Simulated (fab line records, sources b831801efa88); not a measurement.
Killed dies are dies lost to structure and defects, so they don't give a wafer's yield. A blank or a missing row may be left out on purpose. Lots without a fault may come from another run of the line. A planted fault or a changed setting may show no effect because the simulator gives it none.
Which tool did it? | flow gf180mcu | 14 lots, 42 wafers sampled, at 3 steps of a route of 602

WHAT THE GAUGES READ, wafer by wafer
GF_M1_THK_MEAS_06: measures by xrf. Usual: M1_ALCU_THK 441 nm, standard deviation 5.5.
lot  | measured     | on            | M1_ALCU_THK (nm) | flag
L291 | day 16 00:16 | film_metro-03 | 441 439 437      |
L292 | day 16 12:47 | film_metro-01 | 447 452 448      |
L294 | day 17 05:24 | film_metro-03 | 436 438 434      |
L296 | day 18 04:01 | film_metro-04 | 451 445 451      |
L297 | day 18 07:17 | film_metro-01 | 453 449 451      |
L298 | day 18 22:28 | film_metro-01 | 441 444 441      |
L300 | day 19 18:08 | film_metro-04 | 437 438 439      |
L301 | day 19 23:44 | film_metro-01 | 441 440 441      |
L302 | day 20 08:01 | film_metro-03 | 436 433 437      |
L307 | day 21 22:08 | film_metro-04 | 441 444 443      |
L308 | day 22 08:50 | film_metro-03 | 442 438 439      |
L309 | day 22 18:35 | film_metro-04 | 434 440 439      |
L310 | day 23 01:33 | film_metro-03 | 433 440 436      |
L311 | day 23 06:14 | film_metro-04 | 436 440 437      |

WHICH TOOL RAN EACH LOT (tool, then ch and the chambers of the sampled wafers, then the start)
lot  | GF_CONTACT_SPUTTER_23        | GF_CONTACT_CVD_24
L291 | pvd_sputter-04, day 15 23:18 | cvd_w-02 ch 0,1, day 15 23:20
L292 | pvd_sputter-04, day 16 11:50 | cvd_w-01 ch 0,1, day 16 11:52
L294 | pvd_sputter-02, day 17 04:20 | cvd_w-01 ch 0, day 17 04:24
L296 | pvd_sputter-04, day 18 02:53 | cvd_w-01 ch 0,1, day 18 02:57
L297 | pvd_sputter-04, day 18 06:20 | cvd_w-02 ch 0,1, day 18 06:22
L298 | pvd_sputter-04, day 18 21:29 | cvd_w-01 ch 0,1, day 18 21:34
L300 | pvd_sputter-03, day 19 17:10 | cvd_w-01 ch 0,1, day 19 17:13
L301 | pvd_sputter-02, day 19 22:46 | cvd_w-01 ch 0,1, day 19 22:49
L302 | pvd_sputter-02, day 20 07:02 | cvd_w-01 ch 0,1, day 20 07:06
L307 | pvd_sputter-02, day 21 21:10 | cvd_w-01 ch 0,1, day 21 21:13
L308 | pvd_sputter-04, day 22 07:52 | cvd_w-01 ch 0,1, day 22 07:55
L309 | pvd_sputter-03, day 22 17:37 | cvd_w-01 ch 0, day 22 17:40
L310 | pvd_sputter-03, day 23 00:34 | cvd_w-02 ch 0,1, day 23 00:38
L311 | pvd_sputter-02, day 23 05:17 | cvd_w-02 ch 0,1, day 23 05:19
- GF_CONTACT_SPUTTER_23: material TiN, target thk 10 nm, time 40 s.
- GF_CONTACT_CVD_24: deposits W, target thk 300 nm, time 90.339 s.

WHAT THE TOOLS THEMSELVES READ (means of the sampled wafers that have a number; where no wafer has one, the mark that the record gives instead)
GF_CONTACT_SPUTTER_23. Usual: throttle_valve_pct 30.3 %, standard deviation 0.69.
lot  | tool           | throttle_valve_pct (%) | flag
L291 | pvd_sputter-04 | 29.8                   |
L292 | pvd_sputter-04 | 30.4                   |
L294 | pvd_sputter-02 | 30.7                   |
L296 | pvd_sputter-04 | 29.7                   |
L297 | pvd_sputter-04 | 30.3                   |
L298 | pvd_sputter-04 | 29.1                   |
L300 | pvd_sputter-03 | 31.1                   |
L301 | pvd_sputter-02 | 30.8                   |
L302 | pvd_sputter-02 | 30.3                   |
L307 | pvd_sputter-02 | 30.6                   |
L308 | pvd_sputter-04 | 29.2                   |
L309 | pvd_sputter-03 | 30.1                   |
L310 | pvd_sputter-03 | 30.5                   |
L311 | pvd_sputter-02 | 30.7                   |

GF_CONTACT_CVD_24. Usual: heater_power_w 862 W, standard deviation 58.
lot  | tool     | heater_power_w (W) | flag
L291 | cvd_w-02 | 953                |
L292 | cvd_w-01 | 828                |
L294 | cvd_w-01 | 828                |
L296 | cvd_w-01 | 828                |
L297 | cvd_w-02 | 893                |
L298 | cvd_w-01 | 824                |
L300 | cvd_w-01 | 833                |
L301 | cvd_w-01 | 833                |
L302 | cvd_w-01 | 832                |
L307 | cvd_w-01 | 834                |
L308 | cvd_w-01 | 831                |
L309 | cvd_w-01 | 838                |
L310 | cvd_w-02 | 955                |
L311 | cvd_w-02 | 904                |

THE ANSWER, worked out from the rows above alone
Rule: a lot is off if the mean of its wafers that have a number lies more than 3 standard deviations from the usual mean. A lot without any number at a reading at which 4 lots or more have one is off too. The other lots that the step has rows for count as sound. The gauges are gone through in route order, then the tools' own readings, and for those a lot's mean is taken as printed above. The first step at which some lot is off is used, and at that step the reading that is off furthest; a lot without a number counts as furthest.
No lot is off at any reading shown: from this, nothing can be told.

WHAT THE SIMULATOR HAD PUT IN
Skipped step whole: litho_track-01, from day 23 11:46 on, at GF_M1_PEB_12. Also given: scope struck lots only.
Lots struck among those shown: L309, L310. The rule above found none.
